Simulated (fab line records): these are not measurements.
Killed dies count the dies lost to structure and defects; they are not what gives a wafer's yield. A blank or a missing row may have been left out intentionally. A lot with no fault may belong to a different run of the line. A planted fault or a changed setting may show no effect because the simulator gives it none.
fab line records -- flow sky130
record lots=5, wafers=15, lastDay=48
route steps=708 shown LOCAL_INTERCONNECT@399 CONTACT@406
lots with no fault: from the same line, run without faults
startH: hours from the record's first day to the start of the lot's first wafer shown -- waitH: how many hours have passed since the lot's step before this one -- " repeats the value in the row above -- L1.1+2: a row that stands for several wafers -- - value missing, or start not given -- * or withheld: withheld -- < > ~ a bound
route shown NAME@n: a module of which the file shows steps, and the number in the route of the first -- usual: mean/standard deviation of fault-free wafers -- same: alike in all rows -- chamber/n: place in a boat -- sites: readings site by site -- _std_site: standard deviation across them -- _edge_site: outer sites' mean less inner sites' -- radiusMm: for every site, how far away it sits from the centre of the wafer -- mask NAME#n: copy n -- behind: tool/chamber where the wafer was last shaped -- hold: what put the lot on hold/how long, in hours/how the hold closed -- device: names the non-switching transistor (n, p or np) -- end of line: the tests these same wafers got at the end of their route -- a step given without rows: its recipe and nothing more -- killed: at the first sort, the dies lost to defects and structure; wafer yield is something else -- map: shows each die of a wafer: x if killed, . if not, _ if none is there
set.NAME: the setting that was run; set.NAME@STEP: the one run at that earlier step -- model.NAME: the simulator's own value behind a step, which no gauge read
certain route steps with their lots: each step a table, each wafer a row
services: when a tool's chamber went out of use (startH, in hours from the record's first day, below 0 if earlier), for how many hours, and the reason
## steps
# step SKY_LOCAL_INTERCONNECT_OVL_MEAS_12
# usual LOCAL_INTERCONNECT_OVL=-1/5.5
lot.wafer,tool,chamber,startH,waitH,LOCAL_INTERCONNECT_OVL[nm]
L074.1,overlay-02,-,700.97,0.1,-7
L074.2,overlay-02,-,700.97,0.1,-10
L074.6,overlay-02,-,700.97,0.1,-13
L076.4,overlay-01,-,734.44,0.1,-10
L076.5,overlay-01,-,734.44,0.1,-3
L076.6,overlay-01,-,734.44,0.1,-7
L083.1,overlay-01,-,778.38,0.1,4
L083.2,overlay-01,-,778.38,0.1,6
L083.4,overlay-01,-,778.38,0.1,5
L086.1,overlay-01,-,804.32,0.1,1
L086.2,overlay-01,-,804.32,0.1,6
L086.4,overlay-01,-,804.32,0.1,7
L088.3,overlay-02,-,823.65,0.1,-2
L088.4,overlay-02,-,823.65,0.1,0
L088.5,overlay-02,-,823.65,0.1,-2
# step SKY_LOCAL_INTERCONNECT_ETCH_13
# recipe chemistry=N2/H2, target=BARC, ionEnergyEv=200, biasW=100, pressureMtorr=30, n2FlowSccm=100, h2FlowSccm=200, icpW=500, stopOn=SiO2, timeS=45.9, targetDepthA=600
# usual drypumpMotorCurrentA=5.9/0.47, oesProductAu=0.855/0.005, throttleValvePct=13.224/0.0097
lot.wafer,tool,chamber,startH,waitH,drypumpMotorCurrentA,oesProductAu,rfHoursCounterH,throttleValvePct
L074.1,rieMetal-04,1,701.01,0.0,5.8,0.858,13,13.213
L074.2,rieMetal-04,0,701.01,0.0,6.0,0.856,11,13.229
L074.6,rieMetal-04,1,701.01,0.0,5.8,0.853,-,13.219
L076.4,rieMetal-03,1,734.48,0.0,5.1,0.855,-,13.216
L076.5,rieMetal-03,1,734.48,0.0,5.1,0.854,-,13.235
L076.6,rieMetal-03,0,734.48,0.0,5.4,0.862,-,13.227
L083.1,rieMetal-01,0,778.42,0.0,6.2,0.854,10,13.221
L083.2,rieMetal-01,1,778.42,0.0,6.5,0.857,12,13.218
L083.4,rieMetal-01,1,778.42,0.0,6.5,0.848,-,13.225
L086.1,rieMetal-01,1,804.36,0.0,6.6,0.855,13,13.238
L086.2,rieMetal-01,0,804.36,0.0,6.2,0.849,10,13.243
L086.4,rieMetal-01,1,804.36,0.0,6.5,0.856,-,13.220
L088.3,rieMetal-01,0,823.69,0.0,6.2,0.857,-,13.223
L088.4,rieMetal-01,1,823.69,0.0,6.6,0.857,-,13.225
L088.5,rieMetal-01,0,823.69,0.0,6.2,0.857,-,13.230
# step SKY_LOCAL_INTERCONNECT_METAL_ETCH_14
# recipe targetDepthNm=110, stopOn=PSG, chemistry=Cl2/BCl3, target=TiN, resistSidewallDeg=88, pressureMtorr=10, icpW=900, biasW=48.5, Cl2_flow_sccm=60, bcl3FlowSccm=30, timeS=31.4
# usual drypumpMotorCurrentA=5.9/0.47, oesProductAu=0.939/0.0078, throttleValvePct=21.901/0.0095
lot.wafer,tool,chamber,startH,waitH,drypumpMotorCurrentA,oesProductAu,rfHoursCounterH,throttleValvePct
L074.1,rieMetal-04,1,701.07,0.0,5.8,0.933,13,21.903
L074.2,rieMetal-04,0,701.07,0.0,6.0,0.941,11,21.904
L074.6,rieMetal-04,1,701.07,0.0,5.8,0.935,-,21.913
L076.4,rieMetal-03,1,734.54,0.0,5.1,0.936,-,21.884
L076.5,rieMetal-03,1,734.54,0.0,5.1,0.935,-,21.915
L076.6,rieMetal-03,0,734.54,0.0,5.4,0.945,-,21.893
L083.1,rieMetal-01,0,778.48,0.0,6.2,0.942,10,21.894
L083.2,rieMetal-01,1,778.48,0.0,6.6,0.932,12,21.888
L083.4,rieMetal-01,1,778.48,0.0,6.6,0.938,-,21.896
L086.1,rieMetal-01,1,804.42,0.0,6.6,0.926,13,21.910
L086.2,rieMetal-01,0,804.42,0.0,6.2,0.943,11,21.900
L086.4,rieMetal-01,1,804.42,0.0,6.6,0.934,-,21.909
L088.3,rieMetal-01,0,823.75,0.0,6.2,0.943,-,21.905
L088.4,rieMetal-01,1,823.75,0.0,6.6,0.939,-,21.896
L088.5,rieMetal-01,0,823.75,0.0,6.2,0.951,-,21.895
# step SKY_LOCAL_INTERCONNECT_STRIP_15
# recipe chemistry=O2/N2, powerW=1400, pressureMtorr=1500, platenTempC=withheld, o2FlowSccm=3000, n2FlowSccm=300, overashFraction=0.5
# usual drypumpMotorCurrentA=5.5/0.31, o2FlowSccm=3000/8.7, oesProductAu=0.427/0.0044, stripTimeToEndpointS=4.730/0.018
lot.wafer,tool,chamber,startH,waitH,drypumpMotorCurrentA,o2FlowSccm,oesProductAu,rfHoursCounterH,stripTimeToEndpointS
L074.1,plasmaAsher-03,0,701.12,0.0,5.6,2989,0.422,57,4.703
L074.2,plasmaAsher-03,1,701.12,0.0,5.7,2996,0.435,57,4.712
L074.6,plasmaAsher-03,0,701.12,0.0,5.6,2996,0.421,-,4.729
L076.4,plasmaAsher-02,0,734.60,0.1,6.0,3013,0.428,-,4.730
L076.5,plasmaAsher-02,0,734.60,0.1,6.0,3013,0.434,-,4.748
L076.6,plasmaAsher-02,1,734.60,0.1,5.4,2990,0.422,-,4.724
L083.1,plasmaAsher-02,0,778.53,0.0,6.0,3010,0.425,35,4.731
L083.2,plasmaAsher-02,1,778.53,0.0,5.3,2987,0.428,35,4.734
L083.4,plasmaAsher-02,1,778.53,0.0,5.3,3005,0.431,-,4.725
L086.1,plasmaAsher-03,1,804.47,0.0,5.7,3003,0.434,67,4.734
L086.2,plasmaAsher-03,0,804.47,0.0,5.6,3011,0.423,67,4.749
L086.4,plasmaAsher-03,0,804.47,0.0,5.6,3021,0.430,-,4.733
L088.3,plasmaAsher-03,0,823.82,0.1,5.6,2998,0.429,-,4.720
L088.4,plasmaAsher-03,1,823.82,0.1,5.7,3006,0.431,-,4.738
L088.5,plasmaAsher-03,1,823.82,0.1,5.7,3005,0.426,-,4.754
# step SKY_LOCAL_INTERCONNECT_STRIP_16
# recipe chemistry=postEtchResidueRemover, timeS=1200, tempC=72.5
lot.wafer,tool,chamber,startH,waitH
L074.1+2+6,wetBench-02,0,701.22,0.1
L076.4+5+6,wetBench-02,2,734.67,0.0
L083.1+2+4,wetBench-02,1,778.63,0.1
L086.1+2+4,wetBench-02,1,804.57,0.1
L088.3+4+5,wetBench-03,1,823.88,0.0
# step SKY_LOCAL_INTERCONNECT_CLEAN_17
# recipe chemistry=IPA, timeS=180, tempC=25
lot.wafer,tool,chamber,startH,waitH
L074.1+2+6,wetBench-04,2,701.59,0.0
L076.4+5+6,wetBench-04,1,735.01,0.0
L083.1+2+4,wetBench-04,3,778.98,0.0
L086.1+2+4,wetBench-03,1,804.91,0.0
L088.3+4+5,wetBench-02,1,824.29,0.0
# step SKY_LOCAL_INTERCONNECT_CLEAN_18
# recipe chemistry=O3/DIW, dry=n2Spin
lot.wafer,tool,chamber,startH,waitH
L074.1+2+6,wetBench-03,0,701.65,0.0
L076.4+5+6,wetBench-03,0,735.13,0.0
L083.1+2+4,wetBench-03,0,779.04,0.0
L086.1+2+4,wetBench-04,0,804.97,0.0
L088.3+4+5,wetBench-03,2,824.35,0.0
# step SKY_CONTACT_CVD_00
# recipe material=Si3N4, targetThkNm=75, tempC=400, timeS=withheld, rfW=450
# usual heaterPowerW=668/96
lot.wafer,tool,chamber,startH,waitH,heaterPowerW
L074.1,pecvd-03,0,701.74,0.0,523
L074.2,pecvd-03,1,701.74,0.0,798
L074.6,pecvd-03,0,701.74,0.0,544
L076.4,pecvd-01,0,735.24,0.0,613
L076.5,pecvd-01,1,735.24,0.0,795
L076.6,pecvd-01,2,735.24,0.0,758
L083.1,pecvd-03,1,779.13,0.0,723
L083.2,pecvd-03,2,779.13,0.0,689
L083.4,pecvd-03,2,779.13,0.0,694
L086.1,pecvd-04,2,805.06,0.0,659
L086.2,pecvd-04,0,805.06,0.0,712
L086.4,pecvd-04,0,805.06,0.0,710
L088.3,pecvd-01,1,824.46,0.0,716
L088.4,pecvd-01,2,824.46,0.0,778
L088.5,pecvd-01,1,824.46,0.0,741
# step SKY_CONTACT_THK_MEAS_01
# recipe reads=Si3N4_of_CONTACT_CVD_00
# usual CONTACT_CVD_00_THK=74.9/0.95
lot.wafer,tool,chamber,startH,waitH,CONTACT_CVD_00_THK[nm]
L074.1,filmMetro-03,-,701.78,-,76.0
L074.2,filmMetro-03,-,701.78,-,75.3
L074.6,filmMetro-03,-,701.78,-,76.0
L076.4,filmMetro-04,-,735.28,-,75.1
L076.5,filmMetro-04,-,735.28,-,75.0
L076.6,filmMetro-04,-,735.28,-,75.5
L083.1,filmMetro-03,-,779.16,-,75.6
L083.2,filmMetro-03,-,779.16,-,75.1
L083.4,filmMetro-03,-,779.16,-,76.5
L086.1,filmMetro-03,-,805.10,-,74.6
L086.2,filmMetro-03,-,805.10,-,75.0
L086.4,filmMetro-03,-,805.10,-,75.0
L088.3,filmMetro-03,-,824.51,-,73.9
L088.4,filmMetro-03,-,824.51,-,75.5
L088.5,filmMetro-03,-,824.51,-,75.1
# step SKY_CONTACT_HDPCVD_02
# recipe material=SiO2, targetThkNm=565, sigmaOpenFrac=0.3, timeS=94.2, tempC=600, sih4FlowSccm=60, pressureMtorr=6
lot.wafer,tool,chamber,startH,waitH
L074.1+2+6,hdpcvd-01,"0,2,2",701.84,0.1
L076.4+5+6,hdpcvd-02,"0,1,2",735.35,0.1
L083.1+2+4,hdpcvd-02,"0,1,0",779.22,0.1
L086.1+2+4,hdpcvd-01,"0,1,0",805.16,0.1
L088.3+4+5,hdpcvd-01,"0,0,2",824.55,0.0
# step SKY_CONTACT_THK_MEAS_03
# recipe reads=SiO2_of_CONTACT_HDPCVD_02
# usual CONTACT_HDPCVD_THK=564/4.7
lot.wafer,tool,chamber,startH,waitH,CONTACT_HDPCVD_THK[nm]
L074.1,filmMetro-02,-,701.90,0.0,566
L074.2,filmMetro-02,-,701.90,0.0,565
L074.6,filmMetro-02,-,701.90,0.0,565
L076.4,filmMetro-02,-,735.41,0.0,556
L076.5,filmMetro-02,-,735.41,0.0,568
L076.6,filmMetro-02,-,735.41,0.0,562
L083.1,filmMetro-04,-,779.33,0.1,554
L083.2,filmMetro-04,-,779.33,0.1,565
L083.4,filmMetro-04,-,779.33,0.1,565
L086.1,filmMetro-04,-,805.22,0.0,566
L086.2,filmMetro-04,-,805.22,0.0,562
L086.4,filmMetro-04,-,805.22,0.0,567
L088.3,filmMetro-04,-,824.64,0.1,572
L088.4,filmMetro-04,-,824.64,0.1,568
L088.5,filmMetro-04,-,824.64,0.1,564
# step SKY_CONTACT_CMP_04
# recipe material=SiO2, downForcePsi=4, platenRpm=60, padVelocityMS=0.94248
# usual motorCurrentA=11.6/1.1, timeToEndpointS=81/4.6
lot.wafer,tool,chamber,startH,waitH,motorCurrentA,timeToEndpointS
L074.1,cmp-01,1,701.96,0.1,10.0,84
L074.2,cmp-01,0,701.96,0.1,9.5,78
L074.6,cmp-01,2,701.96,0.1,13.1,79
L076.4,cmp-02,1,735.49,0.1,12.2,82
L076.6,cmp-02,0,735.49,0.1,11.8,82
L076.5,cmp-02,1,735.49,0.1,11.6,85
L083.1,cmp-02,0,779.44,0.1,11.7,80
L083.2,cmp-02,1,779.44,0.1,12.0,78
L083.4,cmp-02,2,779.44,0.1,12.2,81
L086.2,cmp-02,3,805.33,0.1,11.4,78
L086.1,cmp-02,0,805.33,0.1,11.7,85
L086.4,cmp-02,1,805.33,0.1,11.7,81
L088.4,cmp-01,1,824.73,0.1,10.2,89
L088.3,cmp-01,3,824.73,0.1,12.2,92
L088.5,cmp-01,1,824.73,0.1,9.9,86
# step SKY_CONTACT_BOW_MEAS_05
# recipe mode=bow
# usual CONTACT_BOW=81/6.3
lot.wafer,tool,chamber,startH,waitH,CONTACT_BOW[um]
L074.1,filmMetro-03,-,702.26,0.2,79
L074.2,filmMetro-03,-,702.26,0.2,75
L074.6,filmMetro-03,-,702.26,0.2,78
L076.4,filmMetro-02,-,735.80,0.3,92
L076.5,filmMetro-02,-,735.80,0.3,91
L076.6,filmMetro-02,-,735.80,0.3,68
L083.1,filmMetro-02,-,779.69,0.2,82
L083.2,filmMetro-02,-,779.69,0.2,78
L083.4,filmMetro-02,-,779.69,0.2,80
L086.1,filmMetro-04,-,805.58,0.1,85
L086.2,filmMetro-04,-,805.58,0.1,89
L086.4,filmMetro-04,-,805.58,0.1,89
L088.3,filmMetro-04,-,825.02,0.1,82
L088.4,filmMetro-04,-,825.02,0.1,83
L088.5,filmMetro-04,-,825.02,0.1,80
# step SKY_CONTACT_DEHYDRATE_06
# recipe tempC=200, timeS=60
lot.wafer,tool,chamber,startH,waitH
L074.1+2+6,lithoTrack-01,0,716.08,13.8
L076.4+5+6,lithoTrack-01,0,749.01,13.2
L083.1+2+4,lithoTrack-03,0,791.75,12.0
L086.1+2+4,lithoTrack-01,0,817.93,12.3
L088.3+4+5,lithoTrack-03,0,837.40,12.4
## services
tool,chamber,startH,hours,kind
pecvd-03,-,692.74,2.8,pm
pecvd-01,1,707.09,2.1,scheduledDown
plasmaAsher-03,-,711.42,1.4,repair
pecvd-01,0,727.49,2.1,scheduledDown
plasmaAsher-02,-,741.09,4.3,pm
cmp-02,-,744.00,4.0,pm
plasmaAsher-02,-,747.26,3.0,repair
cmp-02,-,748.00,-,consumableReplace:conditioner
cmp-02,-,748.00,-,consumableReplace:pad
pecvd-03,2,748.58,2.1,scheduledDown
plasmaAsher-03,-,750.34,0.6,repair
wetBench-04,-,762.17,4.4,pm
rieMetal-04,1,770.76,-,clean
rieMetal-04,1,770.76,21.0,scheduledDown
rieMetal-04,1,770.76,21.0,ventCycle
hdpcvd-02,2,771.51,9.7,repair
rieMetal-04,-,773.59,2.8,pm
cmp-02,-,777.18,0.8,repair
pecvd-03,1,785.92,5.9,repair
hdpcvd-01,-,794.80,2.5,repair
rieMetal-04,0,807.07,-,clean
rieMetal-04,0,807.07,22.0,scheduledDown
cmp-02,-,815.35,4.6,pm
pecvd-03,-,827.13,1.2,repair
## key
fault none
